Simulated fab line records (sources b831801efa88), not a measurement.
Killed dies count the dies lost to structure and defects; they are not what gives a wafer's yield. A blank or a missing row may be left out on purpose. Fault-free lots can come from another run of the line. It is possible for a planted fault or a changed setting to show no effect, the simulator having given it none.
Check for tools in common + flow sky130 + 14 lots and 42 wafers in the sample

## THE REASON FOR OPENING IT
Of 14 lots, 2 have the reading GATE_OXIDE_TW flagged at SKY_GATE_OXIDE_TW_MEAS_14. Wafers without a fault read 223.6, standard deviation 2.2.
Rule: flag the lot when none of its wafers has a number, or when each of its wafers that has one lies beyond 4 standard deviations from that mean. As for the other lots, they are considered sound.

| lot  | measured     | on            | GATE_OXIDE_TW, wafer by wafer | flag    |
|------|--------------|---------------|-------------------------------|---------|
| L405 | day 13 11:25 | film-metro-04 | 225.7 225.6 225.4             |         |
| L408 | day 14 12:07 | film-metro-03 | 224.8 223.1 223.9             |         |
| L409 | day 14 21:17 | film-metro-03 | 224.6 223.6 223.0             |         |
| L411 | day 15 16:47 | film-metro-03 | 221.9 222.5 222.3             |         |
| L413 | day 16 13:17 | film-metro-03 | 29.8 30.0 30.1                | FLAGGED |
| L414 | day 17 23:49 | film-metro-02 | 29.5 29.7 29.6                | FLAGGED |
| L420 | day 19 07:25 | film-metro-04 | 225.3 226.1 224.5             |         |
| L421 | day 19 19:47 | film-metro-04 | 225.8 225.0 225.8             |         |
| L422 | day 20 03:29 | film-metro-02 | 219.7 220.9 219.0             |         |
| L424 | day 20 13:50 | film-metro-04 | 226.3 226.0 226.5             |         |
| L425 | day 21 01:59 | film-metro-03 | 222.1 222.0 223.0             |         |
| L426 | day 21 13:22 | film-metro-04 | 227.5 226.9 226.6             |         |
| L427 | day 21 13:49 | film-metro-02 | 221.7 222.8 222.4             |         |
| L428 | day 21 17:37 | film-metro-03 | 221.8 222.5 222.4             |         |
The numbers of the flagged lots are 29.8 on average: -193.8 against the usual, or -88 standard deviations.

## WHICH TOOL RAN EACH LOT
The record keeps 1 process step preceding the reading, out of 708 steps on the route. In each cell: the tool, then ch and the chambers that the sampled wafers went through, then the start.
| lot  | flag    | SKY_GATE_OXIDE_IMPLANT_11       |
|------|---------|---------------------------------|
| L405 |         | implanter-03 ch 0, day 13 11:07 |
| L408 |         | implanter-01 ch 0, day 14 11:47 |
| L409 |         | implanter-03 ch 0, day 14 20:56 |
| L411 |         | implanter-01 ch 0, day 15 16:26 |
| L413 | FLAGGED | implanter-01, day 16 12:58      |
| L414 | FLAGGED | implanter-03, day 17 23:29      |
| L420 |         | implanter-01 ch 0, day 19 06:58 |
| L421 |         | implanter-01 ch 0, day 19 19:26 |
| L422 |         | implanter-02 ch 0, day 20 03:08 |
| L424 |         | implanter-02 ch 0, day 20 13:31 |
| L425 |         | implanter-01 ch 0, day 21 01:38 |
| L426 |         | implanter-02 ch 0, day 21 13:01 |
| L427 |         | implanter-03 ch 0, day 21 13:29 |
| L428 |         | implanter-01 ch 0, day 21 17:16 |
What these steps do:
- SKY_GATE_OXIDE_IMPLANT_11
- SKY_GATE_OXIDE_TW_MEAS_14

## FLAGGED AGAINST TOTAL, ONE TOOL AT A TIME (gauges that did the reading follow at the end)
| step                      | tool          | lots run | flagged | share of the flagged lots | sound lots run after its first flagged lot |
|---------------------------|---------------|----------|---------|---------------------------|--------------------------------------------|
| SKY_GATE_OXIDE_IMPLANT_11 | implanter-01  | 7        | 1       | some                      | 4 (L420,L421,L425,L428)                    |
| SKY_GATE_OXIDE_IMPLANT_11 | implanter-02  | 3        | 0       | none                      | -                                          |
| SKY_GATE_OXIDE_IMPLANT_11 | implanter-03  | 4        | 1       | some                      | 1 (L427)                                   |
| SKY_GATE_OXIDE_TW_MEAS_14 | film-metro-02 | 3        | 1       | some                      | 2 (L422,L427)                              |
| SKY_GATE_OXIDE_TW_MEAS_14 | film-metro-03 | 6        | 1       | some                      | 2 (L425,L428)                              |
| SKY_GATE_OXIDE_TW_MEAS_14 | film-metro-04 | 5        | 0       | none                      | -                                          |

## THE TABLE: WHAT IT ALLOWS
No row of the table ran every flagged lot.

## WHAT THE SIMULATOR HAD PUT IN
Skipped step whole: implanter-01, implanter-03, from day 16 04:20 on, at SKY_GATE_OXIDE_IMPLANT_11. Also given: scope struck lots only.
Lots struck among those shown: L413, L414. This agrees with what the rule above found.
